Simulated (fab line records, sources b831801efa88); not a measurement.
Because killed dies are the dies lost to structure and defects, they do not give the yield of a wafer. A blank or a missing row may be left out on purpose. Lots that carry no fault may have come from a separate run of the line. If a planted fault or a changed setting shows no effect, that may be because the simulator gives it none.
What tool caused it? + flow gf180mcu + Sampling: 13 lots, 38 wafers, 3 of 602 route steps

== WHAT THE GAUGES READ, wafer by wafer ==
GF_V5_BOW_MEAS_05.
| lot  | measured     | on            | V5_BOW (um) |
|------|--------------|---------------|-------------|
| L112 | day 26 13:23 | film_metro-04 | 124 139 126 |
| L113 | day 26 22:10 | film_metro-02 | 147 156 151 |
| L114 | day 27 02:39 | film_metro-02 | 130 134 132 |
| L115 | day 27 14:21 | film_metro-02 | 127 123 133 |
| L117 | day 27 21:15 | film_metro-02 | 118 136 137 |
| L116 | day 27 21:58 | film_metro-02 | 137 138 129 |
| L122 | day 29 10:59 | film_metro-02 | 131 130     |
| L129 | day 31 08:58 | film_metro-02 | 117 131 117 |
| L131 | day 31 22:11 | film_metro-04 | 146 133 149 |
| L132 | day 32 03:46 | film_metro-04 | 135 147 137 |
| L133 | day 32 07:03 | film_metro-04 | 136 141 148 |
| L134 | day 32 17:35 | film_metro-04 | 152 147 141 |
| L135 | day 33 00:10 | film_metro-01 | 154 148 145 |

== TOOL THAT RAN EACH LOT (tool first, then ch and the chambers of the sampled wafers, then the start) ==
| lot  | GF_V5_CVD_02                    | GF_V5_CMP_04                  |
|------|---------------------------------|-------------------------------|
| L112 | pecvd-02 ch 1,2, day 26 12:55   | cmp-02 ch 0,1,2, day 26 13:05 |
| L113 | pecvd-03 ch 0,1,2, day 26 21:41 | cmp-01 ch 0,3, day 26 21:51   |
| L114 | pecvd-01 ch 0,1,2, day 27 02:10 | cmp-01 ch 0,2,3, day 27 02:23 |
| L115 | pecvd-01 ch 0,1,2, day 27 13:53 | cmp-02 ch 0,1,2, day 27 14:06 |
| L117 | pecvd-01 ch 1,2, day 27 20:47   | cmp-01 ch 0,2,3, day 27 20:57 |
| L116 | pecvd-02 ch 1,2, day 27 21:29   | cmp-02 ch 1,2, day 27 21:43   |
| L122 | pecvd-03 ch 0,1, day 29 10:26   | cmp-01 ch 2,3, day 29 10:48   |
| L129 | pecvd-02 ch 1,2, day 31 08:28   | cmp-01 ch 1,2,3, day 31 08:41 |
| L131 | pecvd-01 ch 0,1,2, day 31 21:43 | cmp-02 ch 0,2,3, day 31 21:56 |
| L132 | pecvd-03 ch 0,1,2, day 32 03:17 | cmp-01 ch 0,2,3, day 32 03:34 |
| L133 | pecvd-01 ch 0,2, day 32 06:32   | cmp-01 ch 2,3, day 32 06:46   |
| L134 | pecvd-02 ch 0,1, day 32 17:05   | cmp-01 ch 0,1,2, day 32 17:16 |
| L135 | pecvd-03 ch 0,1, day 32 23:41   | cmp-02 ch 1,2,3, day 32 23:57 |
- GF_V5_CVD_02: deposits SiO2 from TEOS, target thk 1450 nm, time 163.28 s.
- GF_V5_CMP_04: polishes SiO2.

== AS READ BY THE TOOLS THEMSELVES (means over the sampled wafers that have a number; for cases with no such wafer, the mark the record gives instead) ==
GF_V5_CVD_02.
| lot  | tool     | heater_power_w (W) |
|------|----------|--------------------|
| L112 | pecvd-02 | 669                |
| L113 | pecvd-03 | 643                |
| L114 | pecvd-01 | 686                |
| L115 | pecvd-01 | 692                |
| L117 | pecvd-01 | 721                |
| L116 | pecvd-02 | 676                |
| L122 | pecvd-03 | 711                |
| L129 | pecvd-02 | 654                |
| L131 | pecvd-01 | 652                |
| L132 | pecvd-03 | 624                |
| L133 | pecvd-01 | 785                |
| L134 | pecvd-02 | 663                |
| L135 | pecvd-03 | 615                |

GF_V5_CMP_04.
| lot  | tool   | motor_current_A (A) |
|------|--------|---------------------|
| L112 | cmp-02 | 13.2                |
| L113 | cmp-01 | 12.7                |
| L114 | cmp-01 | 11.8                |
| L115 | cmp-02 | 13.2                |
| L117 | cmp-01 | 11.7                |
| L116 | cmp-02 | 12.9                |
| L122 | cmp-01 | 11.4                |
| L129 | cmp-01 | 10.7                |
| L131 | cmp-02 | 12.7                |
| L132 | cmp-01 | 12.1                |
| L133 | cmp-01 | 11.8                |
| L134 | cmp-01 | 10.8                |
| L135 | cmp-02 | 12.7                |

== THE ANSWER, worked out from the rows above alone ==
Rule: usual is defined by the lots themselves. Put in order of their means at a reading, lots are off if they are a third of the lots or fewer, leave a main group of 4 or more, and stand apart from it by a gap of 3 or more times the standard deviation of the main group's means; of several such gaps the widest counts. Not used: any main group whose means are identical at the precision the tables above print for the reading. Also off: a lot with no number at a reading for which 4 or more lots have one. Any other lot the step has rows for is counted as sound. After the gauges, taken in route order, come the tools' own readings; for these a lot's mean is taken, as printed above. At the first step where some lot is off, the reading lying furthest off is the one used; lots without a number count as furthest.
No lot is off on any of the readings shown, so nothing can be concluded from this.

== WHAT THE SIMULATOR HAD PUT IN ==
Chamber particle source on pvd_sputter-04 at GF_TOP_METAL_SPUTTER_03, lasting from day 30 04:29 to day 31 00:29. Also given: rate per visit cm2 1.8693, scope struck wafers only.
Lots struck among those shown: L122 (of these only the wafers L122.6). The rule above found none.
